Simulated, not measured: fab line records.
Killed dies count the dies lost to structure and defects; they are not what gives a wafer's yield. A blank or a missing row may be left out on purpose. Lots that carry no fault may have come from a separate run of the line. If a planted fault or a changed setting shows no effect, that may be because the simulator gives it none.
Chamber matching    flow gf180mcu    3 sister chambers for GF_V5_CVD_02 on pecvd-04
The step deposits SiO2 from TEOS, target thk 1450 nm, time 163.28 s. 6 wafers are shown with their chamber, then 8 later ones without.

EACH WAFER AND ITS CHAMBER
wafer   chamber  heater-power-w (W)
L256.5  1        603
L262.5  0        707
L263.1  0        736
L263.3  2        460
L263.5  1        714
L265.4  2        571

WAFERS WHOSE CHAMBER IS MISSING
wafer   heater-power-w (W)
L265.5  599
L265.6  721
L268.2  471
L268.3  702
L268.4  590
L269.3  699
L269.4  724
L269.5  607

CHAMBER TAKEN BY EACH
wafer   from the rows above           in truth
L265.5  can't be placed: 1 or 2 or 0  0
L265.6  can't be placed: 0 or 1       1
L268.2  2                             2
L268.3  can't be placed: 0 or 1       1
L268.4  can't be placed: 1 or 2 or 0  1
L269.3  can't be placed: 0 or 1       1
L269.4  can't be placed: 0 or 1       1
L269.5  can't be placed: 1 or 2 or 0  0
Correct placement for 1 of the 8. These rows do not allow placing 7 (true chamber among the candidates in 7). Number placed wrongly: 0.
How it was worked out, from the rows above alone: a wafer's distance from a chamber is the root of the sum, over the readings, of the square of ((its reading less the chamber's mean) divided by the reading's scatter). If the next closest chamber is less than 2 further off than the closest, the wafer can't be placed; otherwise it belongs to the closest. A chamber's mean is the mean of its shown wafers. The scatter: take each reading less its chamber's mean, square it, sum over the shown wafers, divide by the number of wafers less the number of chambers, and take the root.
